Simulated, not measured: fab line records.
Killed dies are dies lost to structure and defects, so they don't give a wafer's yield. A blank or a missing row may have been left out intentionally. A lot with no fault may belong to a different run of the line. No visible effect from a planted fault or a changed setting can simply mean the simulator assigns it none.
fab line records | flow sky130
record: lots: 11 | wafers: 33 | lastDay: 48
route steps=708 shown VIA3@597 METAL4@600 VIA4@639 PAD_OPEN@708
lots that met no fault: from a run of the same line without faults
startH: hours from the record's first day to the start of the lot's first wafer shown | waitH: hours elapsed since this lot's preceding step | " same as the row above | L1.1+2: several wafers, shown together as one row | - value missing, or start not given | * or withheld: withheld | < > ~ a bound
route shown NAME@n: a module of which the file shows steps, and the number in the route of the first | usual: average and standard deviation across the fault-free wafers | same: alike in all rows | chamber/n: place in a boat | sites: the reading at each site | _std_site: the standard deviation of these | _edge_site: inner sites' mean taken away from outer sites' mean | radiusMm: for every site, how far away it sits from the centre of the wafer | mask NAME#n: copy n | behind: tool/chamber where the wafer was last shaped | hold: what put the lot on hold/how long, in hours/how the hold closed | device: the transistor (n, p or np) that didn't switch | end of line: tests run on the same wafers once the route is complete | for a step that has no rows: nothing shown but its recipe | killed: dies that structure and defects cost at the first sort, which is not the same as the wafer's yield | map: shows each die of a wafer: x if killed, . if not, _ if none is there
set.NAME: the setting as run; set.NAME@STEP: as run at that earlier step | model.NAME: the simulator's own value behind a step, which no gauge read
one table for each step of the route and one row for each wafer, over a sample of lots
services: from which hour (startH, from the record's first day; less than 0 if before it) a tool's chamber was out of use, for how many hours, and why
== steps ==
step: SKY_VIA3_CMP_24
recipe: stopOn: SiO2 | tOverpolishS: 20 | downForcePsi: 3.5 | platenRpm: 60 | targetThkNm: 0 | padVelocityMS: 0.94248
usual: motorCurrentA: 10.7/1.6 | overpolishRunS: 20.001/0.0099 | retainingRingPressureFrac: 1.001/0.0047 | timeToEndpointS: 95/3.3
same: tOverpolishS: 20
lot.wafer | tool   | chamber | startH  | waitH | motorCurrentA | overpolishRunS | retainingRingPressureFrac | timeToEndpointS
L506.2    | cmp-01 | 0       | 927.41  | 0.0   | 12.8          | 20.000         | 0.993                     | 95
L506.1    | "      | 1       | "       | "     | 9.9           | 20.012         | 1.005                     | 95
L506.5    | "      | 1       | "       | "     | 9.4           | 20.000         | 1.010                     | 95
L508.1    | cmp-01 | 1       | 940.73  | 0.2   | 10.1          | 19.992         | 0.991                     | 97
L508.6    | "      | 2       | "       | "     | 8.0           | 19.994         | 1.003                     | 97
L508.5    | "      | 3       | "       | "     | 12.0          | 20.006         | 1.003                     | 93
L509.2    | cmp-02 | 2       | 946.56  | 0.0   | 12.0          | 20.004         | 1.002                     | 92
L509.1    | "      | 0       | "       | "     | 9.2           | 20.002         | 1.004                     | 94
L509.5    | "      | 2       | "       | "     | 11.9          | 19.992         | 1.003                     | 93
L510.4    | cmp-02 | 1       | 969.77  | 0.9   | 11.9          | 19.993         | 1.003                     | 91
L510.6    | "      | 2       | "       | "     | 12.7          | 19.998         | 1.001                     | 94
L510.5    | "      | 3       | "       | "     | 10.6          | 19.995         | 0.999                     | 88
L512.1    | cmp-01 | 3       | 992.30  | 0.1   | 11.5          | 19.998         | 1.011                     | 96
L512.3    | "      | 1       | "       | "     | 9.2           | 20.005         | 1.011                     | 97
L512.5    | "      | 3       | "       | "     | 11.4          | 19.987         | 1.007                     | 92
L511.1    | cmp-01 | 0       | 993.36  | 0.1   | 13.5          | 19.981         | 1.003                     | 96
L511.2    | "      | 1       | "       | "     | 10.0          | 19.988         | 1.002                     | 98
L511.6    | "      | 0       | "       | "     | 13.1          | 19.996         | 0.994                     | 97
L514.1    | cmp-02 | 3       | 996.37  | 0.1   | 11.4          | 20.015         | 1.002                     | 94
L514.3    | "      | 0       | "       | "     | 9.0           | 19.981         | 1.006                     | 94
L514.6    | "      | 0       | "       | "     | 9.1           | 19.989         | 1.005                     | 95
L515.1    | cmp-02 | 3       | 998.54  | 0.1   | 10.5          | 20.004         | 0.999                     | 91
L515.5    | "      | 1       | "       | "     | 11.6          | 20.016         | 1.007                     | 95
L515.6    | "      | 2       | "       | "     | 12.9          | 20.010         | 0.997                     | 95
L513.2    | cmp-01 | 3       | 1000.35 | 0.1   | 11.5          | 19.988         | 1.009                     | 94
L513.1    | "      | 0       | "       | "     | 11.7          | 19.999         | 0.997                     | 92
L513.4    | "      | 1       | "       | "     | 9.4           | 19.996         | 0.997                     | 98
L517.3    | cmp-02 | 1       | 1008.69 | 0.0   | 11.1          | 20.015         | 0.992                     | 98
L517.2    | "      | 2       | "       | "     | 11.7          | 20.006         | 1.004                     | 95
L517.1    | "      | 3       | "       | "     | 10.9          | 20.021         | 0.994                     | 92
L519.1    | cmp-02 | 2       | 1024.24 | 0.1   | 12.2          | 19.984         | 1.004                     | 92
L519.3    | "      | 0       | "       | "     | 9.3           | 20.007         | 0.998                     | 96
L519.5    | "      | 3       | "       | "     | 11.3          | 20.025         | 0.996                     | 89
step: SKY_METAL4_SPUTTER_02
recipe: material: AlCu | targetThkNm: 735 | powerW: 10600 | timeS: 39.1 | chamberPressurePa: 0.4
usual: chamberPressurePa: 0.4001/0.0008 | throttleValvePct: 30.4/0.69
lot.wafer | tool          | chamber | startH  | waitH | chamberPressurePa | throttleValvePct
L506.1    | pvdSputter-04 | -       | 927.76  | 0.0   | 0.4007            | 29.8
L506.2    | "             | -       | "       | "     | 0.4006            | 30.5
L506.5    | "             | -       | "       | "     | 0.4007            | 30.2
L508.1    | pvdSputter-01 | -       | 940.93  | 0.0   | 0.4004            | 32.0
L508.5    | "             | -       | "       | "     | 0.4010            | 31.7
L508.6    | "             | -       | "       | "     | 0.4006            | 30.2
L509.1    | pvdSputter-03 | -       | 946.91  | 0.0   | 0.4006            | 31.4
L509.2    | "             | -       | "       | "     | 0.4008            | 30.8
L509.5    | "             | -       | "       | "     | 0.4005            | 30.8
L510.4    | pvdSputter-03 | -       | 969.97  | 0.0   | 0.3998            | 30.6
L510.5    | "             | -       | "       | "     | 0.3994            | 30.8
L510.6    | "             | -       | "       | "     | 0.4009            | 29.7
L512.1    | pvdSputter-04 | -       | 992.60  | 0.0   | 0.4000            | 30.9
L512.3    | "             | -       | "       | "     | 0.3986            | 29.6
L512.5    | "             | -       | "       | "     | 0.4007            | 30.9
L511.1    | pvdSputter-04 | -       | 993.66  | 0.0   | 0.3990            | 31.0
L511.2    | "             | -       | "       | "     | 0.4009            | 30.4
L511.6    | "             | -       | "       | "     | 0.3994            | 30.9
L514.1    | pvdSputter-01 | -       | 996.72  | 0.0   | 0.3998            | 31.8
L514.3    | "             | -       | "       | "     | 0.4007            | 28.8
L514.6    | "             | -       | "       | "     | 0.3999            | 30.5
L515.1    | pvdSputter-01 | -       | 998.79  | 0.0   | 0.4007            | 31.6
L515.5    | "             | -       | "       | "     | 0.4022            | 31.9
L515.6    | "             | -       | "       | "     | 0.4000            | 30.3
L513.1    | pvdSputter-03 | -       | 1000.65 | 0.0   | 0.3986            | 29.7
L513.2    | "             | -       | "       | "     | 0.3988            | 30.7
L513.4    | "             | -       | "       | "     | 0.3985            | 31.2
L517.1    | pvdSputter-03 | -       | 1009.04 | 0.0   | 0.4011            | 30.5
L517.2    | "             | -       | "       | "     | 0.3994            | 30.7
L517.3    | "             | -       | "       | "     | 0.4001            | 29.8
L519.1    | pvdSputter-03 | -       | 1024.60 | 0.0   | 0.3999            | 29.6
L519.3    | "             | -       | "       | "     | 0.4005            | 30.6
L519.5    | "             | -       | "       | "     | 0.4008            | 29.5
step: SKY_VIA4_HDPCVD_00
recipe: material: SiO2 | targetThkNm: 1750 | sigmaOpenFrac: 0.3 | timeS: 291.7 | tempC: 400 | sih4FlowSccm: 60 | pressureMtorr: 6
usual: pressureMtorr: 6.000/0.013 | sih4FlowSccm: 60.03/0.19
lot.wafer | tool      | chamber | startH  | waitH | pressureMtorr | sih4FlowSccm
L506.1    | hdpcvd-01 | 0       | 974.39  | 0.0   | 5.986         | 60.03
L506.2    | "         | 1       | "       | "     | 6.017         | 60.37
L506.5    | "         | 0       | "       | "     | 5.987         | 60.13
L508.1    | hdpcvd-01 | 1       | 988.60  | 0.0   | 6.010         | 60.16
L508.5    | "         | 1       | "       | "     | 5.997         | 59.85
L508.6    | "         | 2       | "       | "     | 6.021         | 60.08
L509.1    | hdpcvd-01 | 1       | 993.45  | 0.0   | 6.001         | 60.01
L509.2    | "         | 0       | "       | "     | 6.009         | 60.24
L509.5    | "         | 0       | "       | "     | 6.011         | 60.38
L510.4    | hdpcvd-01 | 0       | 1018.98 | 0.1   | 5.998         | 60.12
L510.5    | "         | 2       | "       | "     | 6.022         | 60.04
L510.6    | "         | 1       | "       | "     | 5.996         | 59.85
L512.1    | hdpcvd-01 | 1       | 1040.07 | 0.0   | 5.981         | 59.86
L512.3    | "         | 0       | "       | "     | 6.023         | 60.42
L512.5    | "         | 1       | "       | "     | 6.006         | 59.90
L511.1    | hdpcvd-01 | 0       | 1041.07 | 0.0   | 6.004         | 59.85
L511.2    | "         | 2       | "       | "     | 6.007         | 59.97
L511.6    | "         | 2       | "       | "     | 6.000         | 59.90
L514.1    | hdpcvd-01 | 1       | 1044.13 | 0.0   | 6.012         | 59.90
L514.3    | "         | 0       | "       | "     | 5.999         | 60.08
L514.6    | "         | 1       | "       | "     | 6.009         | 59.85
L515.1    | hdpcvd-02 | 1       | 1045.66 | 0.0   | 5.999         | 60.06
L515.5    | "         | 0       | "       | "     | 6.002         | 59.94
L515.6    | "         | 2       | "       | "     | 6.001         | 60.04
L513.1    | hdpcvd-02 | 0       | 1047.64 | 0.0   | 5.992         | 59.98
L513.2    | "         | 1       | "       | "     | 5.994         | 59.77
L513.4    | "         | 2       | "       | "     | 5.979         | 60.27
L517.1    | hdpcvd-01 | 0       | 1054.27 | 0.0   | 6.011         | 90.18
L517.2    | "         | 2       | "       | "     | 5.984         | 90.17
L517.3    | "         | 1       | "       | "     | 6.001         | 89.62
L519.1    | hdpcvd-01 | 1       | 1070.96 | 0.0   | 5.990         | 89.88
L519.3    | "         | 0       | "       | "     | 5.991         | 89.89
L519.5    | "         | 2       | "       | "     | 5.990         | 89.89
step: SKY_VIA4_THK_MEAS_01
recipe: reads: SiO2_of_VIA4_HDPCVD_00
usual: VIA4_HDPCVD_THK: 1752/17
lot.wafer | tool         | chamber | startH  | waitH | VIA4_HDPCVD_THK[nm]
L506.1    | filmMetro-04 | -       | 974.57  | 0.1   | 1751
L506.2    | "            | -       | "       | "     | 1765
L506.5    | "            | -       | "       | "     | 1755
L508.1    | filmMetro-03 | -       | 988.78  | 0.1   | 1757
L508.5    | "            | -       | "       | "     | 1793
L508.6    | "            | -       | "       | "     | 1770
L509.1    | filmMetro-01 | -       | 993.63  | 0.1   | 1787
L509.2    | "            | -       | "       | "     | 1778
L509.5    | "            | -       | "       | "     | 1770
L510.4    | filmMetro-03 | -       | 1019.10 | 0.0   | 1739
L510.5    | "            | -       | "       | "     | 1737
L510.6    | "            | -       | "       | "     | 1752
L512.1    | filmMetro-03 | -       | 1040.24 | 0.1   | 1761
L512.3    | "            | -       | "       | "     | 1739
L512.5    | "            | -       | "       | "     | 1755
L511.1    | filmMetro-04 | -       | 1041.24 | 0.1   | 1749
L511.2    | "            | -       | "       | "     | 1742
L511.6    | "            | -       | "       | "     | 1748
L514.1    | filmMetro-01 | -       | 1044.31 | 0.1   | 1774
L514.3    | "            | -       | "       | "     | 1747
L514.6    | "            | -       | "       | "     | 1765
L515.1    | filmMetro-04 | -       | 1045.84 | 0.1   | 1736
L515.5    | "            | -       | "       | "     | 1741
L515.6    | "            | -       | "       | "     | 1731
L513.1    | filmMetro-03 | -       | 1047.82 | 0.1   | 1754
L513.2    | "            | -       | "       | "     | 1759
L513.4    | "            | -       | "       | "     | 1746
L517.1    | filmMetro-03 | -       | 1054.45 | 0.1   | 2645
L517.2    | "            | -       | "       | "     | 2606
L517.3    | "            | -       | "       | "     | 2615
L519.1    | filmMetro-01 | -       | 1071.14 | 0.1   | 2635
L519.3    | "            | -       | "       | "     | 2618
L519.5    | "            | -       | "       | "     | 2624
step: SKY_VIA4_OVL_MEAS_11
usual: VIA4_OVL: 0.7/1.4
lot.wafer | tool       | chamber | startH  | waitH | VIA4_OVL[nm]
L506.1    | overlay-02 | -       | 998.51  | 0.1   | -0.3
L506.2    | "          | -       | "       | "     | 0.6
L506.5    | "          | -       | "       | "     | 0.5
L508.1    | overlay-02 | -       | 1011.41 | 0.1   | 0.7
L508.5    | "          | -       | "       | "     | -0.4
L508.6    | "          | -       | "       | "     | 1.5
L509.1    | overlay-02 | -       | 1016.74 | 0.1   | 2.0
L509.2    | "          | -       | "       | "     | -1.3
L509.5    | "          | -       | "       | "     | -0.4
L510.4    | overlay-02 | -       | 1042.08 | 0.1   | -3.1
L510.5    | "          | -       | "       | "     | -3.4
L510.6    | "          | -       | "       | "     | -1.9
L512.1    | overlay-02 | -       | 1061.99 | 0.1   | -0.4
L512.3    | "          | -       | "       | "     | -0.9
L512.5    | "          | -       | "       | "     | 1.4
L511.1    | overlay-02 | -       | 1063.19 | 0.1   | -0.8
L511.2    | "          | -       | "       | "     | 0.4
L511.6    | "          | -       | "       | "     | -1.1
L514.1    | overlay-02 | -       | 1066.61 | 0.1   | 2.4
L514.3    | "          | -       | "       | "     | 3.4
L514.6    | "          | -       | "       | "     | 2.5
L515.1    | overlay-02 | -       | 1068.68 | 0.1   | 0.1
L515.5    | "          | -       | "       | "     | 1.0
L515.6    | "          | -       | "       | "     | -1.1
L513.1    | overlay-02 | -       | 1070.16 | 0.1   | 1.7
L513.2    | "          | -       | "       | "     | 1.9
L513.4    | "          | -       | "       | "     | 0.2
L517.1    | overlay-02 | -       | 1075.91 | 0.1   | -0.1
L517.2    | "          | -       | "       | "     | -1.9
L517.3    | "          | -       | "       | "     | -1.3
L519.1    | overlay-02 | -       | 1092.08 | 0.1   | 0.1
L519.3    | "          | -       | "       | "     | 2.9
L519.5    | "          | -       | "       | "     | 1.9
step: SKY_PAD_OPEN_PROBE_99
usual: defectLimitedYield: 82.2/1.8 | killed_at_M0_to_M3: 44/6 | killed_at_M4_up: 3.3/2.1 | killedAtContacts: 25/5.5 | killedAtFrontEnd: 15/4.3 | killedAtOther: 0.2/0.41 | killedDies: 88/9.1 | killedOpen: 48/6.6 | killedShort: 39/6.7 | sort_bin_3_pad_short: 0.9/0.4 | sort_bin_5_function: 10.4/1.5 | sort_bin_6_memory: 6.5/1.1 | sortNPass: 404/9.1 | sortYieldPct: 82.2/1.8
same: grossDies: 492 | killedAtBackSide: 0 | sort_bin_4_leakage[%]: 0 | sort_bin_8_speed[%]: 0
lot.wafer | tool      | chamber | startH  | waitH | defectLimitedYield[%] | killed_at_M0_to_M3 | killed_at_M4_up | killedAtContacts | killedAtFrontEnd | killedAtOther | killedDies | killedOpen | killedShort | sort_bin_3_pad_short[%] | sort_bin_5_function[%] | sort_bin_6_memory[%] | sortNPass | sortYieldPct[%]
L509.1    | prober-01 | -       | 1087.58 | 0.1   | 80.3                  | 49                 | 4               | 28               | 16               | 0             | 97         | 54         | 43          | 1.6                     | 10.8                   | 7.3                  | 395       | 80.3
L509.2    | prober-01 | -       | 1087.63 | 0.1   | 81.1                  | 42                 | 4               | 29               | 18               | 0             | 93         | 47         | 46          | 1.2                     | 11.8                   | 5.9                  | 399       | 81.1
L509.5    | prober-01 | -       | 1087.78 | 0.2   | 81.7                  | 53                 | 3               | 25               | 9                | 0             | 90         | 51         | 39          | 1.0                     | 9.8                    | 7.5                  | 402       | 81.7
L513.1    | prober-01 | -       | 1135.88 | 0.1   | 81.5                  | 49                 | 5               | 23               | 14               | 0             | 91         | 44         | 47          | 0.4                     | 10.2                   | 7.9                  | 401       | 81.5
L513.2    | prober-01 | -       | 1135.93 | 0.1   | 80.1                  | 53                 | 5               | 22               | 18               | 0             | 98         | 55         | 43          | 1.2                     | 11.8                   | 6.9                  | 394       | 80.1
L513.4    | prober-01 | -       | 1136.03 | 0.2   | 80.3                  | 55                 | 2               | 26               | 14               | 0             | 97         | 45         | 51          | 0.6                     | 11.4                   | 7.7                  | 395       | 80.3
killed by level:class
L509.1 VIA1:geometricParticle:open=10 LI_CONTACT:geometricParticle:open=9 VIA2:geometricParticle:open=9 CONTACT:geometricParticle:open=8 VIA1:geometricParticle:short=6 VIA2:geometricParticle:short=5 CONTACT:geometricParticle:short=5 VIA3:geometricParticle:open=5
L509.2 CONTACT:geometricParticle:open=10 LOCAL_INTERCONNECT:geometricParticle:short=9 VIA1:geometricParticle:open=9 POLY_GATE:geometricParticle:open=7 VIA3:geometricParticle:open=7 METAL2:geometricParticle:short=7 FIELD_ISO:geometricParticle:short=6 VIA2:geometricParticle:open=5
L509.5 VIA1:geometricParticle:open=10 CONTACT:geometricParticle:open=9 CONTACT:geometricParticle:short=8 VIA1:geometricParticle:short=7 VIA2:geometricParticle:open=7 VIA3:geometricParticle:open=7 LI_CONTACT:geometricParticle:open=6 METAL2:geometricParticle:short=5
L513.1 CONTACT:geometricParticle:short=11 VIA1:geometricParticle:open=9 METAL1:geometricParticle:short=7 METAL2:geometricParticle:short=7 CONTACT:geometricParticle:open=6 VIA3:geometricParticle:open=5 VIA2:geometricParticle:open=5 LI_CONTACT:geometricParticle:open=5
L513.2 VIA1:geometricParticle:open=11 VIA3:geometricParticle:open=8 CONTACT:geometricParticle:open=7 VIA2:geometricParticle:open=7 METAL1:geometricParticle:short=6 VIA2:geometricParticle:short=6 LI_CONTACT:geometricParticle:open=5 FIELD_ISO:geometricParticle:open=4
L513.4 CONTACT:geometricParticle:open=11 METAL2:geometricParticle:short=10 VIA1:geometricParticle:open=9 METAL1:geometricParticle:short=8 POLY_GATE:geometricParticle:short=6 CONTACT:geometricParticle:short=6 VIA1:geometricParticle:short=6 VIA2:geometricParticle:open=6
== services ==
tool          | chamber | startH  | hours | kind
pvdSputter-01 | -       | 909.97  | 1.9   | repair
cmp-01        | -       | 919.23  | 4.0   | pm
pvdSputter-03 | -       | 920.18  | 1.9   | repair
cmp-01        | -       | 923.23  | -     | consumableReplace:conditioner
cmp-01        | -       | 923.23  | -     | consumableReplace:pad
hdpcvd-01     | 1       | 929.76  | 9.8   | repair
cmp-01        | -       | 933.86  | 1.7   | repair
hdpcvd-01     | -       | 939.69  | 28.1  | pm
pvdSputter-04 | -       | 942.44  | 1.1   | repair
hdpcvd-02     | -       | 950.25  | 15.0  | pm
pvdSputter-01 | 0       | 958.13  | -     | consumableReplace:kit
cmp-02        | -       | 962.55  | 4.4   | pm
pvdSputter-03 | 1       | 970.08  | -     | consumableReplace:kit
pvdSputter-03 | 1       | 970.08  | 18.0  | scheduledDown
pvdSputter-03 | 1       | 970.08  | 18.0  | ventCycle
cmp-02        | -       | 973.63  | 6.0   | pm
cmp-01        | -       | 973.83  | 0.5   | repair
pvdSputter-04 | -       | 976.07  | 8.4   | repair
hdpcvd-02     | 2       | 999.70  | 4.1   | repair
cmp-02        | -       | 1000.58 | 3.7   | repair
cmp-01        | -       | 1007.47 | 3.8   | repair
pvdSputter-03 | -       | 1033.43 | 6.9   | repair
pvdSputter-01 | -       | 1044.90 | 6.3   | repair
hdpcvd-01     | -       | 1048.69 | 1.6   | repair
== key ==
firstSign: step: SKY_VIA4_HDPCVD_00 | reading: sih4FlowSccm | direction: up | sigmas: 99+ | usual: 60.03 | struck: 89.94
effect: step: SKY_VIA4_THK_MEAS_01 | reading: VIA4_HDPCVD_THK | direction: up | sigmas: 51 | usual: 1752 | struck: 2624
metAt SKY_VIA4_HDPCVD_00
struckLots L517,L519
notActingAt SKY_VIA3_CMP_24,SKY_METAL4_SPUTTER_02,SKY_VIA4_OVL_MEAS_11
onsetBetween 1044.13 1054.27
fault: kind: processParameterDrift | tool: hdpcvd-01 | chamber: - | onsetH: 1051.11 | steps: SKY_VIA4_HDPCVD_00 | channel: sih4FlowSccm | offset: 30 | shape: step | endH: 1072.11 | actsIn: theseRecipesOnly | stated: 60
